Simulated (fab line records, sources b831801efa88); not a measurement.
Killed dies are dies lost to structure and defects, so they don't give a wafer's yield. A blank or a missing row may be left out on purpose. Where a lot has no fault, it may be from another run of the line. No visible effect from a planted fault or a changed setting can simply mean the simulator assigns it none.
fab line records -- flow sky130 -- part 2 of 2: steps 30 to 41 of 41
[record] lots = 5, wafers = 15, last_day = 50
route steps=708 shown SONOS_ONO@171 GATE_OXIDE@187 POLY_GATE@204 RES_PROTECT@206
lots untouched by any fault: they come from a run of this same line in which no faults occurred
start_h: hours from the record's opening day to when the first of the lot's shown wafers began -- wait_h: hours since the lot's step before -- " as in the row above -- L1.1+2: several wafers, shown together as one row -- - no value, or no start was given -- * or withheld: withheld -- < > ~ a bound
route shown NAME@n: names a module that has steps shown in the file, with the first one's number in the route -- usual: mean/standard deviation taken from wafers without a fault -- same: alike in all rows -- chamber/n: place in a boat -- sites: per-site readings -- _std_site: how widely they spread, as a standard deviation -- _edge_site: mean of outer sites minus mean of inner sites -- radius_mm: how far each site lies from the wafer's centre -- mask NAME#n: copy n -- behind: the last tool/chamber to shape the wafer -- hold: cause of the lot's hold/its duration in hours/its outcome -- device: the n, p or np transistor that did not switch -- end of line: at the end of the route, the tests of the same wafers -- where a step has no rows: the recipe by itself -- killed: at the first sort, the dies lost to defects and structure; wafer yield is something else -- map: shows each die of a wafer: x if killed, . if not, _ if none is there
set.NAME: the setting the step ran with; set.NAME@STEP: the setting that earlier step ran with -- model.NAME: the simulator's own value behind a step, which no gauge read
lots at selected steps of the route; one table per step, one row per wafer
services: from which hour (start_h, from the record's first day; less than 0 if before it) a tool's chamber was out of use, for how many hours, and why
[[steps]]
[step SKY_GATE_OXIDE_STRIP_13]
[recipe] chemistry = O2/N2, power_w = 1400, pressure_mtorr = 1500, platen_temp_c = withheld, o2_flow_sccm = 3000, n2_flow_sccm = 300, overash_fraction = 0.5
[usual] drypump_motor_current_A = 5.4/0.41, oes_product_au = 0.715/0.0045, strip_time_to_endpoint_s = 14.21/0.038
[same] overash_fraction = 0.5
lot.wafer,tool,chamber,start_h,wait_h,drypump_motor_current_A,oes_product_au,rf_hours_counter_h,strip_time_to_endpoint_s
L074.1,plasma_asher-01,0,301.80,0.0,6.1,0.716,56,14.24
L074.4,plasma_asher-01,0,301.80,0.0,6.1,0.712,-,14.21
L074.5,plasma_asher-01,1,301.80,0.0,5.4,0.717,-,14.28
L083.1,plasma_asher-01,1,379.96,0.0,5.4,0.707,64,14.26
L083.3,plasma_asher-01,0,379.96,0.0,6.1,0.702,-,14.24
L083.5,plasma_asher-01,0,379.96,0.0,6.1,0.718,-,14.24
L091.1,plasma_asher-04,1,462.32,0.0,5.1,0.717,32,14.24
L091.2,plasma_asher-04,0,462.32,0.0,5.1,0.710,32,14.24
L091.3,plasma_asher-04,0,462.32,0.0,5.1,0.707,-,14.23
L093.2,plasma_asher-01,1,470.08,0.0,5.4,0.714,74,14.26
L093.4,plasma_asher-01,1,470.08,0.0,5.4,0.716,-,14.22
L093.6,plasma_asher-01,1,470.08,0.0,5.4,0.716,-,14.26
L094.1,plasma_asher-03,0,483.58,0.0,5.0,0.711,67,14.17
L094.2,plasma_asher-03,1,483.58,0.0,5.8,0.722,67,14.22
L094.5,plasma_asher-03,1,483.58,0.0,5.8,0.719,-,14.21
[step SKY_GATE_OXIDE_TW_MEAS_14]
[usual] GATE_OXIDE_TW = 225.2/1.6
lot.wafer,tool,chamber,start_h,wait_h,GATE_OXIDE_TW
L074.1,film_metro-02,-,301.90,0.1,227.1
L074.4,film_metro-02,-,301.90,0.1,226.3
L074.5,film_metro-02,-,301.90,0.1,227.6
L083.1,film_metro-04,-,380.06,0.1,224.8
L083.3,film_metro-04,-,380.06,0.1,227.1
L083.5,film_metro-04,-,380.06,0.1,225.4
L091.1,film_metro-03,-,462.42,0.1,222.7
L091.2,film_metro-03,-,462.42,0.1,222.3
L091.3,film_metro-03,-,462.42,0.1,221.3
L093.2,film_metro-03,-,470.19,0.1,223.0
L093.4,film_metro-03,-,470.19,0.1,221.9
L093.6,film_metro-03,-,470.19,0.1,223.0
L094.1,film_metro-04,-,483.68,0.1,224.2
L094.2,film_metro-04,-,483.68,0.1,225.9
L094.5,film_metro-04,-,483.68,0.1,225.6
[step SKY_GATE_OXIDE_CLEAN_15]
[recipe] chemistry = SC1/SC2, mix = 1:4:20, temp_c = 70, time_s = 150, dry = n2_spin
[same] time_s = 150
lot.wafer,tool,chamber,start_h,wait_h
L074.1+4+5,wet_bench-04,0,301.96,0.1
L083.1+3+5,wet_bench-03,0,380.12,0.1
L091.1+2+3,wet_bench-03,2,462.48,0.1
L093.2+4+6,wet_bench-04,1,470.24,0.0
L094.1+2+5,wet_bench-04,2,483.74,0.1
[step SKY_GATE_OXIDE_OXIDATION_16]
[recipe] temp_c = 800, ambient = O2, idle_temp_c = 700, ramp_up_c_per_min = 10, ramp_down_c_per_min = 3, stabilise_s = 600, purge_s = 300, target_thk_a = 35.7, ox_time_s = 1915
[usual] spike_tc_bottom_C = 816.3/0.97
[same] stabilise_s = 600
lot.wafer,tool,chamber,start_h,wait_h,spike_tc_bottom_C
L074.1,furnace-01,0,302.02,0.0,817.1
L074.4,furnace-01,0,302.02,0.0,815.8
L074.5,furnace-01,0,302.02,0.0,816.0
L083.1,furnace-02,0,381.62,1.4,816.9
L083.3,furnace-02,0,381.62,1.4,817.4
L083.5,furnace-02,0,381.62,1.4,818.1
L091.1,furnace-02,0,462.76,0.2,815.2
L091.2,furnace-02,0,462.76,0.2,815.8
L091.3,furnace-02,0,462.76,0.2,815.0
L093.2,furnace-01,0,470.29,0.0,816.5
L093.4,furnace-01,0,470.29,0.0,814.8
L093.6,furnace-01,0,470.29,0.0,815.6
L094.1,furnace-01,0,483.79,0.0,815.6
L094.2,furnace-01,0,483.79,0.0,816.2
L094.5,furnace-01,0,483.79,0.0,816.4
[step SKY_POLY_GATE_CVD_00]
[recipe] material = poly-Si, target_thk_nm = 180, temp_c = 620, time_s = 720, pressure_mtorr = 200
[usual] spike_tc_bottom_C = 640/3.6
[same] time_s = 720
lot.wafer,tool,chamber,start_h,wait_h,spike_tc_bottom_C
L074.1,lpcvd-01,1,304.59,1.0,636
L074.4,lpcvd-01,1,304.59,1.0,637
L074.5,lpcvd-01,1,304.59,1.0,636
L083.1,lpcvd-01,0,383.15,0.0,644
L083.3,lpcvd-01,0,383.15,0.0,643
L083.5,lpcvd-01,0,383.15,0.0,642
L091.1,lpcvd-01,0,464.29,0.0,642
L091.2,lpcvd-01,0,464.29,0.0,643
L091.3,lpcvd-01,0,464.29,0.0,642
L093.2,lpcvd-01,1,471.82,0.0,636
L093.4,lpcvd-01,1,471.82,0.0,633
L093.6,lpcvd-01,1,471.82,0.0,634
L094.1,lpcvd-01,1,485.33,0.0,636
L094.2,lpcvd-01,1,485.33,0.0,636
L094.5,lpcvd-01,1,485.33,0.0,637
[step SKY_POLY_GATE_THK_MEAS_01]
[recipe] reads = poly-Si_of_POLY_GATE_CVD_00
[usual] POLY_GATE_CVD_00_THK = 180.1/1.4
lot.wafer,tool,chamber,start_h,wait_h,POLY_GATE_CVD_00_THK[nm]
L074.1,film_metro-04,-,305.79,0.0,180.4
L074.4,film_metro-04,-,305.79,0.0,179.2
L074.5,film_metro-04,-,305.79,0.0,178.8
L083.1,film_metro-02,-,384.35,0.0,178.7
L083.3,film_metro-02,-,384.35,0.0,179.6
L083.5,film_metro-02,-,384.35,0.0,179.5
L091.1,film_metro-01,-,465.49,0.0,181.1
L091.2,film_metro-01,-,465.49,0.0,180.9
L091.3,film_metro-01,-,465.49,0.0,180.6
L093.2,film_metro-01,-,473.03,0.0,181.5
L093.4,film_metro-01,-,473.03,0.0,181.8
L093.6,film_metro-01,-,473.03,0.0,181.2
L094.1,film_metro-04,-,486.53,0.0,182.5
L094.2,film_metro-04,-,486.53,0.0,182.9
L094.5,film_metro-04,-,486.53,0.0,183.5
[step SKY_RES_PROTECT_DEHYDRATE_00]
[recipe] temp_c = 200, time_s = 60
[same] time_s = 60
lot.wafer,tool,chamber,start_h,wait_h
L074.1+4+5,litho_track-02,0,318.05,12.3
L083.1+3+5,litho_track-01,0,397.82,13.5
L091.1+2+3,litho_track-03,0,480.87,15.4
L093.2+4+6,litho_track-03,0,487.95,14.9
L094.1+2+5,litho_track-03,0,500.62,14.1
[step SKY_RES_PROTECT_HMDS_01]
[recipe] prime_time_s = 60, prime_temp_c = 120
[same] prime_time_s = 60
lot.wafer,tool,chamber,start_h,wait_h
L074.1+4+5,litho_track-02,0,318.20,0.1
L083.1+3+5,litho_track-01,0,397.97,0.1
L091.1+2+3,litho_track-03,0,481.02,0.1
L093.2+4+6,litho_track-03,0,488.10,0.1
L094.1+2+5,litho_track-03,0,500.77,0.1
[step SKY_RES_PROTECT_COAT_02]
[recipe] resist = NOVOLAK, spin_rpm = 3000, resist_thk_nm = 1140
[usual] spin_speed_rpm = 3000.0/1.8
lot.wafer,tool,chamber,start_h,wait_h,spin_speed_rpm
L074.1,litho_track-02,0,318.35,0.1,3000.1
L074.4,litho_track-02,0,318.35,0.1,2998.7
L074.5,litho_track-02,0,318.35,0.1,3001.2
L083.1,litho_track-01,0,398.12,0.1,3000.0
L083.3,litho_track-01,0,398.12,0.1,3000.6
L083.5,litho_track-01,0,398.12,0.1,2996.1
L091.1,litho_track-03,0,481.17,0.1,2999.5
L091.2,litho_track-03,0,481.17,0.1,3000.4
L091.3,litho_track-03,0,481.17,0.1,2999.9
L093.2,litho_track-03,0,488.25,0.1,2997.7
L093.4,litho_track-03,0,488.25,0.1,3000.4
L093.6,litho_track-03,0,488.25,0.1,2998.8
L094.1,litho_track-03,0,500.92,0.1,3001.7
L094.2,litho_track-03,0,500.92,0.1,3002.6
L094.5,litho_track-03,0,500.92,0.1,3002.9
[step SKY_RES_PROTECT_SOFTBAKE_03]
[recipe] temp_c = 90, time_s = 60, resist = NOVOLAK
[same] time_s = 60
lot.wafer,tool,chamber,start_h,wait_h
L074.1+4+5,litho_track-02,0,318.50,0.1
L083.1+3+5,litho_track-01,0,398.27,0.1
L091.1+2+3,litho_track-03,0,481.32,0.1
L093.2+4+6,litho_track-03,0,488.40,0.1
L094.1+2+5,litho_track-03,0,501.07,0.1
[step SKY_RES_PROTECT_EXPOSE_04]
[recipe] mask_id = RPM, na = 0.6, source_shape = conventional, sigma_outer = 0.6, polarization = unpolarized, target_cd_nm = 1270, dose_mj = 131
[usual] exposure_dose_mJ_cm2 = 131.00/0.12
[same] sigma_outer = 0.6
lot.wafer,tool,chamber,start_h,wait_h,mask,exposure_dose_mJ_cm2
L074.1,iline_stepper-01,0,-,-,RPM#0,131.05
L074.4,iline_stepper-01,0,-,-,RPM#0,131.13
L074.5,iline_stepper-01,0,-,-,RPM#0,130.95
L083.1,iline_stepper-01,0,-,-,RPM#0,130.87
L083.3,iline_stepper-01,0,-,-,RPM#0,130.92
L083.5,iline_stepper-01,0,-,-,RPM#0,131.06
L091.1,iline_stepper-02,0,-,-,RPM#0,131.01
L091.2,iline_stepper-02,0,-,-,RPM#0,131.06
L091.3,iline_stepper-02,0,-,-,RPM#0,131.04
L093.2,iline_stepper-02,0,-,-,RPM#0,131.05
L093.4,iline_stepper-02,0,-,-,RPM#0,131.23
L093.6,iline_stepper-02,0,-,-,RPM#0,131.03
L094.1,iline_stepper-01,0,-,-,RPM#0,131.20
L094.2,iline_stepper-01,0,-,-,RPM#0,130.98
L094.5,iline_stepper-01,0,-,-,RPM#0,130.84
[step SKY_RES_PROTECT_PEB_05]
[recipe] temp_c = withheld, time_s = *, resist = NOVOLAK
[same] time_s = *
lot.wafer,tool,chamber,start_h,wait_h
L074.1+4+5,litho_track-01,0,-,-
L083.1+3+5,litho_track-03,0,-,-
L091.1+2+3,litho_track-01,0,-,-
L093.2+4+6,litho_track-01,0,-,-
L094.1+2+5,litho_track-02,0,-,-
[[services]]
tool,chamber,start_h,hours,kind
iline_stepper-02,-,229.95,4.1,repair
plasma_asher-01,-,239.41,1.6,repair
iline_stepper-01,-,247.71,8.0,repair
iline_stepper-01,-,249.14,0.7,repair
iline_stepper-02,-,255.68,1.7,pm
plasma_asher-01,-,267.53,15.6,pm
furnace-02,-,275.30,3.7,pm
wet_bench-03,-,277.83,2.8,repair
plasma_asher-01,-,283.13,2.8,pm
iline_stepper-01,-,286.48,1.7,pm
lpcvd-01,-,302.05,2.5,repair
wet_bench-02,-,302.15,4.1,repair
furnace-02,-,305.31,1.2,repair
iline_stepper-01,-,306.24,2.3,repair
furnace-01,-,319.73,4.4,pm
iline_stepper-01,-,327.63,4.0,repair
furnace-02,-,358.35,3.5,pm
furnace-01,-,368.80,3.5,pm
iline_stepper-02,-,413.28,4.4,pm
iline_stepper-01,-,434.55,2.1,pm
iline_stepper-02,-,468.58,1.7,pm
lpcvd-03,-,475.83,17.2,pm
iline_stepper-02,-,500.79,28.9,pm
lpcvd-01,-,504.97,2.6,repair
